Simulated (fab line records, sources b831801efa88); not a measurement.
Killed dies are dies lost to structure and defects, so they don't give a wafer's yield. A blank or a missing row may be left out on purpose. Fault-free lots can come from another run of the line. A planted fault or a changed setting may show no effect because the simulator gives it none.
What tool caused it? | flow gf180mcu | 11 lots, 33 wafers sampled, at 3 steps of a route of 602

## WHAT THE GAUGES READ, wafer by wafer
GF_CONTACT_RS_MEAS_25: uses a four-point probe to measure. Usual: CONTACT_W_RS 0.385 ohm/sq, standard deviation 0.0046.
lot  | measured     | on            | CONTACT_W_RS (ohm/sq) | flag
L258 | day 16 09:15 | film metro-03 | 0.377 0.389 0.386     |
L259 | day 16 21:45 | film metro-03 | 0.383 0.381 0.385     |
L260 | day 17 01:13 | film metro-02 | 0.381 0.381 0.383     |
L265 | day 19 05:13 | film metro-02 | 0.385 0.382 0.387     |
L268 | day 20 04:31 | film metro-03 | 0.383 0.384 0.390     |
L271 | day 21 04:12 | film metro-02 | 0.393 0.387 0.384     |
L274 | day 22 09:01 | film metro-02 | 0.388 0.390 0.292     | OFF
L275 | day 22 12:15 | film metro-03 | 0.390 0.390 0.291     | OFF
L277 | day 23 04:21 | film metro-02 | 0.288 0.380 0.287     | OFF
L279 | day 23 19:14 | film metro-01 | 0.378 0.385 0.381     |
L280 | day 24 19:22 | film metro-01 | 0.386 0.381 0.379     |

GF_CONTACT_THK_MEAS_26: measures by xrf. Usual: CONTACT_W_THK 296 nm, standard deviation 5.1.
lot  | measured     | on            | CONTACT_W_THK (nm) | flag
L258 | day 16 09:22 | film metro-03 | 299 290 292        |
L259 | day 16 21:52 | film metro-03 | 295 296 294        |
L260 | day 17 01:19 | film metro-02 | 295 296 295        |
L265 | day 19 05:20 | film metro-02 | 296 298 294        |
L268 | day 20 04:38 | film metro-03 | 295 296 291        |
L271 | day 21 04:19 | film metro-02 | 288 292 295        |
L274 | day 22 09:07 | film metro-02 | 290 289 384        | OFF
L275 | day 22 12:21 | film metro-03 | 287 288 384        | OFF
L277 | day 23 04:28 | film metro-02 | 389 299 390        | OFF
L279 | day 23 19:20 | film metro-01 | 305 300 300        |
L280 | day 24 19:29 | film metro-01 | 300 305 305        |

## WHICH TOOL RAN EACH LOT (tool, then ch and the chambers of the sampled wafers, then the start)
lot  | GF_CONTACT_CVD_24
L258 | cvd w-01 ch 0,1, day 16 09:07
L259 | cvd w-02 ch 0,1, day 16 21:39
L260 | cvd w-01 ch 0, day 17 01:05
L265 | cvd w-02 ch 0, day 19 05:07
L268 | cvd w-02 ch 0,1, day 20 04:25
L271 | cvd w-02 ch 0,1, day 21 04:06
L274 | cvd w-02 ch 0,1, day 22 08:55
L275 | cvd w-02 ch 0,1, day 22 12:09
L277 | cvd w-02 ch 0,1, day 23 04:15
L279 | cvd w-01 ch 0,1, day 23 19:08
L280 | cvd w-01 ch 0,1, day 24 19:16
- GF_CONTACT_CVD_24: deposits W, target thk 300 nm, time 90.339 s.

## WHAT THE TOOLS THEMSELVES READ (means of the sampled wafers that have a number; where no wafer has one, the mark that the record gives instead)
GF_CONTACT_CVD_24. Usual: heater power w 843 W, standard deviation 66; susceptor temp C 400.01 C, standard deviation 0.21.
lot  | tool     | heater power w (W) | susceptor temp C (C) | flag
L258 | cvd w-01 | 894                | 400.18               |
L259 | cvd w-02 | 835                | 400.03               |
L260 | cvd w-01 | 751                | 399.87               |
L265 | cvd w-02 | 828                | 399.98               |
L268 | cvd w-02 | 844                | 399.87               |
L271 | cvd w-02 | 845                | 399.95               |
L274 | cvd w-02 | 843                | 399.82               |
L275 | cvd w-02 | 837                | 399.96               |
L277 | cvd w-02 | 841                | 399.95               |
L279 | cvd w-01 | 802                | 399.96               |
L280 | cvd w-01 | 872                | 400.05               |

## THE ANSWER, worked out from the rows above alone
Rule: a lot counts as off when the mean over its wafers that have a number is more than 3 standard deviations away from the usual mean. Also off: a lot with no number at a reading for which 4 or more lots have one. The other lots that the step has rows for count as sound. First the gauges in route order, then the tools' own readings, where a lot's mean is used as printed above. The first step at which some lot is off is used, and at that step the reading that is off furthest; a lot without a number counts as furthest.
Off: L274, L275, L277, seen at GF_CONTACT_RS_MEAS_25 (CONTACT_W_RS).
A tool fits if, at a process step before that reading, it ran every lot that is off, and no sound lot after the first of them. Those tools and the gauges at GF_CONTACT_RS_MEAS_25 are tried in the same way. One candidate fits, namely cvd w-02 at GF_CONTACT_CVD_24. Its last sound lot is L271 (day 21 04:06), its first lot that is off L274 (day 22 08:55): a fault that began between those two fits.

## WHAT HAD BEEN PUT IN BY THE SIMULATOR
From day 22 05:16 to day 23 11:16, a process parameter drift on cvd w-02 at GF_CONTACT_CVD_24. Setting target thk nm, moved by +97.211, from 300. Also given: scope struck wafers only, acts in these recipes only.
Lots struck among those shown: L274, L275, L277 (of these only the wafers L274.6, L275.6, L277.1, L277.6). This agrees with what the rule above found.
